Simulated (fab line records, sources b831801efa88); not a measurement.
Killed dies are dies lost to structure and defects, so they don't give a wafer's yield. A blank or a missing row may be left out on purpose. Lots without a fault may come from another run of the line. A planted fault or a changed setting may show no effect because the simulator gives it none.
A struck lot beside a sound one | flow sfq_line | 20 steps out of a route of 325
Sound: wafers L592.3, L592.5, L592.6. Struck: wafer L599.4. (L599.5 of the same lot was not struck and is left out.) The cause comes at the end.
At each step with rows: each side's tool, then ch and its chambers, then its first start. Under that, the readings that differ: sound wafers | struck wafers | difference of the means | sigmas: that difference in standard deviations of wafers without a fault.
alike: readings whose means differ by less than 2 such deviations, and words and numbers that are the same on both sides. not compared: withheld readings, readings that some wafer has no value for, bounds like >300 that may hide the same value, and numbers for which the record gives no deviation and whose values overlap.
The two part at a step that has a row with sigmas, a row that says differs or no value, or rows on one side only. Numbers that don't overlap but have no deviation are shown without sigmas and don't part them. A reading that every wafer of one side lacks parts them only if that side has two wafers or more.

first, 3 steps without rows for these wafers: SFQ_TRILAYER_I1_VIA_LITHO_EXPOSE_050 (exposes mask I1, target cd 500 nm); SFQ_TRILAYER_I1_VIA_LITHO_PEB_052 (peb time 60 s); SFQ_TRILAYER_I1_VIA_LITHO_DEVELOP_051 (time 60 s).
SFQ_I1_OVL_MEAS_913:
  sound on overlay-01, day 27 22:26; struck on overlay-01, day 28 06:50
  alike: I1_OVL
SFQ_TRILAYER_I1_VIA_BARC_OPEN_VIA_ETCH_071: etches BARC in O2, target depth 125 nm, time 41.7 s.
  sound on rie_diel-02 ch 0,1, day 27 22:28; struck on rie_diel-02 ch 1, day 28 06:52
  alike: chamber_pressure_mTorr, drypump_motor_current_A, oes_product_au
  not compared: rf_hours_counter_h
SFQ_TRILAYER_I1_VIA_ETCH_VIA_ETCH_052: etches SiO2 in CHF3, stops on Nb, target depth 260 nm.
  sound on rie_diel-02 ch 0,1, day 27 22:30; struck on rie_diel-02 ch 1, day 28 06:54
  alike: chamber_pressure_mTorr, drypump_motor_current_A, oes_product_au
SFQ_TRILAYER_I1_VIA_STRIP_STRIP_053: strips in O2.
  sound on rie_metal-04 ch 0,1, day 27 22:49; struck on rie_metal-01 ch 0, day 28 07:13
  alike: chamber_pressure_mTorr, drypump_motor_current_A, oes_product_au
  not compared: rf_hours_counter_h
then, 2 steps without rows for these wafers: SFQ_TRILAYER_I1_VIA_STRIP_SOLV_CLEAN_054 (cleans in NMP, time 600 s); SFQ_TRILAYER_M2_DEP_PRE_CLEAN_056 (time 22.5 s).
SFQ_TRILAYER_M2_DEP_SPUTTER_055: material Nb, target thk 200 nm, time 133.3 s.
  sound on pvd_sputter-03, day 27 23:25; struck on pvd_sputter-03, day 28 07:59
  alike: throttle_valve_pct
SFQ_M2_RS_MEAS_914: measures by four-point-probe.
  sound on film_metro-02, day 27 23:33; struck on film_metro-02, day 28 08:09
  alike: M2_NB_RS
SFQ_TRILAYER_M2_LITHO_COAT_062: resist thk 62 nm.
  sound on litho_track-04 ch 0, day 27 23:47; struck on litho_track-03 ch 0, day 28 08:25
  reading                                              | sound             | struck | difference | sigmas
  model.BARC_of_TRILAYER_M2_LITHO_COAT_062.thk_nm (nm) | 62.07 62.01 62.11 | 64.56  | +2.50      |
then, 5 steps without rows for these wafers: SFQ_TRILAYER_M2_LITHO_COAT_057 (resist thk 600 nm); SFQ_TRILAYER_M2_LITHO_SOFTBAKE_061; SFQ_TRILAYER_M2_LITHO_EXPOSE_058 (exposes mask M2, target cd 500 nm); SFQ_TRILAYER_M2_LITHO_PEB_060 (peb time 60 s); SFQ_TRILAYER_M2_LITHO_DEVELOP_059 (time 60 s).
-- the record jumps here: 6 days lie between the struck wafers' starts before and after --
SFQ_M2_OVL_MEAS_916:
  sound on overlay-02, day 34 02:02; struck on overlay-01, day 34 17:39
  alike: M2_OVL
SFQ_TRILAYER_M2_BARC_OPEN_METAL_ETCH_077: etches BARC in O2, target depth 125 nm, time 41.7 s.
  sound on rie_metal-02 ch 0,1, day 34 02:05; struck on rie_metal-02 ch 0, day 34 17:41
  reading                  | sound             | struck | difference | sigmas
  oes_product_au (a.u.)    | 0.690 0.686 0.685 | 0.699  | +0.012     | +3
  model.etch.depth_nm (nm) | 62.07 62.01 62.11 | 64.56  | +2.50      |
  alike: chamber_pressure_mTorr, drypump_motor_current_A
  not compared: rf_hours_counter_h
SFQ_TRILAYER_M2_ETCH_METAL_ETCH_060: etches Nb in Cl2/Ar, stops on SiO2, target depth 240 nm, time 120 s.
  sound on rie_metal-02 ch 0,1, day 34 02:12; struck on rie_metal-02 ch 0, day 34 17:46
  alike: chamber_pressure_mTorr, drypump_motor_current_A, oes_product_au
  not compared: rf_hours_counter_h

WHERE THEY PART
Only at SFQ_TRILAYER_M2_BARC_OPEN_METAL_ETCH_077, within this record. Later steps at which nothing parts them and some readings are alike: SFQ_TRILAYER_M2_ETCH_METAL_ETCH_060.

WHY: what the simulator had put in
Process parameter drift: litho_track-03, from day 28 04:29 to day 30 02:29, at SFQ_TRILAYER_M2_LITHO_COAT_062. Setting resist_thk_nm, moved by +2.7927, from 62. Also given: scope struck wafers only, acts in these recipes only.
